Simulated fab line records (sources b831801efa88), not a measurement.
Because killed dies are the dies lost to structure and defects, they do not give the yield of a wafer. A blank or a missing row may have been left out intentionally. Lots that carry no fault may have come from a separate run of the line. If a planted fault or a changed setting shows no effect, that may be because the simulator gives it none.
Check for tools in common    flow sky130    42 wafers sampled across 12 lots

## THE REASON FOR OPENING IT
Of 12 lots, 2 have the reading VT_ADJUST_HVTR_TW flagged at SKY_VT_ADJUST_HVTR_TW_MEAS_11. Wafers without a fault read 210.5, standard deviation 2.2.
Rule: a lot gets a flag if all its wafers with a number sit over 4 standard deviations from that mean, or if no wafer of it has a number. The other lots count as sound.

lot   measured      on             VT_ADJUST_HVTR_TW, wafer by wafer    flag
L805  day 9 15:48   film_metro-04  213.4 212.9 212.5                    
L807  day 10 08:17  film_metro-04  213.1 213.4 213.2                    
L808  day 10 11:48  film_metro-03  208.5 208.2 209.7                    
L809  day 10 15:54  film_metro-04  212.5 212.3 212.6                    
L810  day 11 02:49  film_metro-01  209.0 209.4 209.0                    
L811  day 11 11:37  film_metro-01  208.8 209.6 208.2                    
L814  day 12 10:39  film_metro-03  207.7 208.9 210.1                    
L815  day 12 12:20  film_metro-04  215.0 215.0 216.3                    
L817  day 13 05:34  film_metro-01  211.9 211.4 212.6                    
L818  day 13 14:02  film_metro-03  209.1 209.0 210.5                    
L824  day 15 10:20  film_metro-01  221.0 221.8 221.8 222.7 222.4 222.1  FLAGGED
L825  day 15 16:25  film_metro-01  223.5 222.0 222.1 222.4 222.0 221.8  FLAGGED
On average the flagged lots' numbers are 222.1, which is +11.6 against the usual, or +5 standard deviations.

## TOOL THAT RAN EACH LOT
The record holds 1 process step before the reading, out of a route of 708 steps. Every cell lists first the tool, next ch and the chambers used by the sampled wafers, and last the start.
lot   flag     SKY_VT_ADJUST_HVTR_IMPLANT_09
L805           implanter-04 ch 0, day 9 15:33
L807           implanter-04 ch 0, day 10 08:02
L808           implanter-02 ch 0, day 10 11:34
L809           implanter-02 ch 0, day 10 15:39
L810           implanter-02 ch 0, day 11 02:34
L811           implanter-04 ch 0, day 11 11:23
L814           implanter-02 ch 0, day 12 10:25
L815           implanter-04 ch 0, day 12 12:05
L817           implanter-02 ch 0, day 13 05:20
L818           implanter-01 ch 0, day 13 13:49
L824  FLAGGED  implanter-02 ch 0, day 15 10:07
L825  FLAGGED  implanter-02 ch 0, day 15 16:10
What these steps do:
- SKY_VT_ADJUST_HVTR_IMPLANT_09
- SKY_VT_ADJUST_HVTR_TW_MEAS_11

## FLAGGED AGAINST TOTAL, ONE TOOL AT A TIME (gauges that did the reading follow at the end)
step                           tool           lots run  flagged  share of the flagged lots  sound lots run after its first flagged lot
SKY_VT_ADJUST_HVTR_IMPLANT_09  implanter-01   1         0        none                       -
SKY_VT_ADJUST_HVTR_IMPLANT_09  implanter-02   7         2        all                        0
SKY_VT_ADJUST_HVTR_IMPLANT_09  implanter-04   4         0        none                       -
SKY_VT_ADJUST_HVTR_TW_MEAS_11  film_metro-01  5         2        all                        0
SKY_VT_ADJUST_HVTR_TW_MEAS_11  film_metro-03  3         0        none                       -
SKY_VT_ADJUST_HVTR_TW_MEAS_11  film_metro-04  4         0        none                       -

## WHAT IS ALLOWED BY THE TABLE
In 2 table rows, all flagged lots were run: implanter-02 (SKY_VT_ADJUST_HVTR_IMPLANT_09), film_metro-01 (SKY_VT_ADJUST_HVTR_TW_MEAS_11).
- implanter-02 at SKY_VT_ADJUST_HVTR_IMPLANT_09 ran 7 lots, 2 of them flagged. Its last sound lot is L817 (day 13 05:20), its first flagged lot L824 (day 15 10:07): a fault that began between those two fits. Its own readings (beam_on_s, end_station_pressure_torr, faraday_current_uA) fall more than 4 standard deviations out on all wafers of the flagged lots.
- film_metro-01 at SKY_VT_ADJUST_HVTR_TW_MEAS_11 ran 5 lots, 2 of them flagged. Its last sound lot is L817 (day 13 05:34), its first flagged lot L824 (day 15 10:20): a fault that began between those two fits.
A lot count leaves these 2 tools indistinguishable: every one of them fits a fault beginning at some hour. More lots, or a look at what each step does to the wafer, might.

## WHAT THE SIMULATOR HAD INSERTED
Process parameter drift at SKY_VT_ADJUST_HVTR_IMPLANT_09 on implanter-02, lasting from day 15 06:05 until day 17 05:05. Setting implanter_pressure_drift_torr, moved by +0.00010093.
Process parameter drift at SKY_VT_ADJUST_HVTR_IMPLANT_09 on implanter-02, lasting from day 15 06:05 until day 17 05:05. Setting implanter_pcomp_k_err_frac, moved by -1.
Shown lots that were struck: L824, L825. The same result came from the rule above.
